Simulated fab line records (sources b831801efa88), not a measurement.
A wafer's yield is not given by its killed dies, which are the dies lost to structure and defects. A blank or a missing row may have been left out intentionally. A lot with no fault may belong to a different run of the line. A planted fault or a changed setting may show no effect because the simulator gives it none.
Which of the tools did it? | flow sky130 | at 1 step of a route of 708, 6 lots with 18 wafers sampled

== WHAT EACH GAUGE READ, for each wafer ==
SKY_CAPM_OVL_MEAS_12.
lot  | measured     | on         | CAPM_OVL (nm)
L727 | day 38 19:28 | overlay-01 | -1.3 -0.6 -1.4
L729 | day 39 13:20 | overlay-01 | -2.2 0.4 0.1
L732 | day 40 12:23 | overlay-01 | -2.3 -1.1 -2.6
L739 | day 42 00:33 | overlay-02 | 1.7 -1.3 -0.5
L742 | day 42 19:53 | overlay-02 | -1.9 -1.4 -2.0
L747 | day 44 09:52 | overlay-02 | -0.2 -2.2 0.0

== TOOL THAT RAN EACH LOT (tool first, then ch and the chambers of the sampled wafers, then the start) ==
Record: no process step prior to these readings.

== THE ANSWER, worked out from the rows above alone ==
Rule: the usual values come from the lots themselves. The widest of any qualifying gaps counts: lots, ordered by their means at a reading, are off when they make up no more than a third of the lots, leave a main group of 4 or more, and stand apart from it by 3 or more times the standard deviation of that group's means. The tables above print the reading to a certain number of digits; a main group whose means all agree to those digits is not used. Also off: a lot with no number at a reading for which 4 or more lots have one. The other lots that the step has rows for count as sound.
Across all readings shown, no lot is off: no conclusion can be drawn from this.

== WHAT THE SIMULATOR PUT IN ==
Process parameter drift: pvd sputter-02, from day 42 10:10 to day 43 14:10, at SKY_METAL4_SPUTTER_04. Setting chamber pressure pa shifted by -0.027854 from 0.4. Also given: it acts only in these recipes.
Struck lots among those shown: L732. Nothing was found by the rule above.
